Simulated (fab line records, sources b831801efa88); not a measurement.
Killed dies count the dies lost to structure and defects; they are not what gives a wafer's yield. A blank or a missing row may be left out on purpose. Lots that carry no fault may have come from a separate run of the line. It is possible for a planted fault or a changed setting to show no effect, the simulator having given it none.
Which tool did it? || flow sky130 || 39 wafers from 13 lots sampled at 3 of the route's 708 steps

== WHAT THE GAUGES SHOWED, per wafer ==
SKY_LDD_LDN_OVL_MEAS_07. Usual: LDD_LDN_OVL -0.8 nm, standard deviation 1.5.
{"lot": "L914", "measured": "day 22 21:39", "on": "overlay-01", "LDD_LDN_OVL (nm)": "-2.7 -4.0 -2.7", "flag": ""}
{"lot": "L915", "measured": "day 23 11:00", "on": "overlay-02", "LDD_LDN_OVL (nm)": "-3.7 -1.7 -4.2", "flag": ""}
{"lot": "L917", "measured": "day 23 19:27", "on": "overlay-02", "LDD_LDN_OVL (nm)": "-0.4 -0.5 -0.9", "flag": ""}
{"lot": "L920", "measured": "day 26 10:16", "on": "overlay-01", "LDD_LDN_OVL (nm)": "-0.1 -0.2 1.1", "flag": ""}
{"lot": "L919", "measured": "day 26 11:00", "on": "overlay-01", "LDD_LDN_OVL (nm)": "- - -", "flag": "OFF"}
{"lot": "L921", "measured": "day 26 11:30", "on": "overlay-01", "LDD_LDN_OVL (nm)": "-2.2 -1.3 -1.0", "flag": ""}
{"lot": "L927", "measured": "day 27 09:55", "on": "overlay-02", "LDD_LDN_OVL (nm)": "0.1 -1.3 -1.4", "flag": ""}
{"lot": "L928", "measured": "day 28 01:18", "on": "overlay-02", "LDD_LDN_OVL (nm)": "0.4 1.1 0.2", "flag": ""}
{"lot": "L933", "measured": "day 30 15:24", "on": "overlay-01", "LDD_LDN_OVL (nm)": "-0.7 -2.2 -1.4", "flag": ""}
{"lot": "L935", "measured": "day 30 15:43", "on": "overlay-02", "LDD_LDN_OVL (nm)": "1.8 0.8 1.1", "flag": ""}
{"lot": "L932", "measured": "day 30 16:09", "on": "overlay-01", "LDD_LDN_OVL (nm)": "1.2 -0.9 -1.0", "flag": ""}
{"lot": "L934", "measured": "day 30 16:19", "on": "overlay-02", "LDD_LDN_OVL (nm)": "-0.8 -0.4 -0.8", "flag": ""}
{"lot": "L936", "measured": "day 30 18:33", "on": "overlay-01", "LDD_LDN_OVL (nm)": "0.1 0.3 0.3", "flag": ""}

SKY_LDD_LDN_TW_MEAS_13. Usual: LDD_LDN_TW 1485, standard deviation 14.
{"lot": "L914", "measured": "day 22 22:23", "on": "film_metro-02", "LDD_LDN_TW": "1466 1453 1463", "flag": ""}
{"lot": "L915", "measured": "day 23 11:44", "on": "film_metro-04", "LDD_LDN_TW": "1507 1502 1505", "flag": ""}
{"lot": "L917", "measured": "day 23 20:11", "on": "film_metro-02", "LDD_LDN_TW": "1466 1464 1468", "flag": ""}
{"lot": "L920", "measured": "day 26 11:01", "on": "film_metro-04", "LDD_LDN_TW": "1501 1504 1499", "flag": ""}
{"lot": "L919", "measured": "day 26 11:44", "on": "film_metro-03", "LDD_LDN_TW": "30 30 30", "flag": "OFF"}
{"lot": "L921", "measured": "day 26 12:14", "on": "film_metro-04", "LDD_LDN_TW": "1497 1501 1502", "flag": ""}
{"lot": "L927", "measured": "day 27 10:39", "on": "film_metro-03", "LDD_LDN_TW": "1473 1473 1485", "flag": ""}
{"lot": "L928", "measured": "day 28 02:02", "on": "film_metro-03", "LDD_LDN_TW": "1486 1479 1485", "flag": ""}
{"lot": "L933", "measured": "day 30 16:08", "on": "film_metro-02", "LDD_LDN_TW": "1469 1468 1468", "flag": ""}
{"lot": "L935", "measured": "day 30 16:27", "on": "film_metro-04", "LDD_LDN_TW": "1503 1491 1500", "flag": ""}
{"lot": "L932", "measured": "day 30 16:53", "on": "film_metro-03", "LDD_LDN_TW": "1471 1475 1484", "flag": ""}
{"lot": "L934", "measured": "day 30 17:04", "on": "film_metro-04", "LDD_LDN_TW": "1503 1499 1497", "flag": ""}
{"lot": "L936", "measured": "day 30 19:17", "on": "film_metro-04", "LDD_LDN_TW": "1492 1486 1504", "flag": ""}

== TOOL THAT RAN EACH LOT (tool first, then ch and the chambers of the sampled wafers, then the start) ==
{"lot": "L914", "SKY_LDD_LDN_EXPOSE_04": "iline_stepper-01 ch 0, day 22 06:16"}
{"lot": "L915", "SKY_LDD_LDN_EXPOSE_04": "iline_stepper-01 ch 0, day 22 21:00"}
{"lot": "L917", "SKY_LDD_LDN_EXPOSE_04": "iline_stepper-02 ch 0, day 23 05:00"}
{"lot": "L920", "SKY_LDD_LDN_EXPOSE_04": "iline_stepper-02 ch 0, day 25 19:59"}
{"lot": "L919", "SKY_LDD_LDN_EXPOSE_04": "iline_stepper-01 ch 0, day 25 20:32"}
{"lot": "L921", "SKY_LDD_LDN_EXPOSE_04": "iline_stepper-01 ch 0, day 25 21:09"}
{"lot": "L927", "SKY_LDD_LDN_EXPOSE_04": "iline_stepper-01 ch 0, day 26 19:40"}
{"lot": "L928", "SKY_LDD_LDN_EXPOSE_04": "iline_stepper-02 ch 0, day 27 11:34"}
{"lot": "L933", "SKY_LDD_LDN_EXPOSE_04": "iline_stepper-01 ch 0, day 30 01:49"}
{"lot": "L935", "SKY_LDD_LDN_EXPOSE_04": "iline_stepper-02 ch 0, day 30 02:05"}
{"lot": "L932", "SKY_LDD_LDN_EXPOSE_04": "iline_stepper-01 ch 0, day 30 02:25"}
{"lot": "L934", "SKY_LDD_LDN_EXPOSE_04": "iline_stepper-02 ch 0, day 30 02:49"}
{"lot": "L936", "SKY_LDD_LDN_EXPOSE_04": "iline_stepper-01 ch 0, day 30 04:31"}
- SKY_LDD_LDN_EXPOSE_04: exposes mask LDNTM, target cd 700 nm.

== WHAT THE TOOLS THEMSELVES READ (means of the sampled wafers that have a number; where no wafer has one, the mark that the record gives instead) ==
The record holds no such reading with a usual standard deviation.

== THE ANSWER, worked out from the rows above alone ==
Rule: lot off if the mean of its wafers having a number is beyond 3 standard deviations from the usual mean. Also off: a lot with no number at a reading for which 4 or more lots have one. Where the step has rows for the other lots, those lots are counted as sound. After the gauges, taken in route order, come the tools' own readings; for these a lot's mean is taken, as printed above. At the first step where some lot is off, the reading lying furthest off is the one used; lots without a number count as furthest.
Off: L919, seen at SKY_LDD_LDN_OVL_MEAS_07 (LDD_LDN_OVL). Without a number there: L919.
If a tool, at a process step before that reading, ran all the lots that are off and no sound lot after the first of them, it fits. The gauges at SKY_LDD_LDN_OVL_MEAS_07 aren't tried: what is off there is off at SKY_LDD_LDN_TW_MEAS_13 too, on other tools, and a gauge's error can't cause that. Of those tried, none fits.

== WHAT HAD BEEN PUT IN BY THE SIMULATOR ==
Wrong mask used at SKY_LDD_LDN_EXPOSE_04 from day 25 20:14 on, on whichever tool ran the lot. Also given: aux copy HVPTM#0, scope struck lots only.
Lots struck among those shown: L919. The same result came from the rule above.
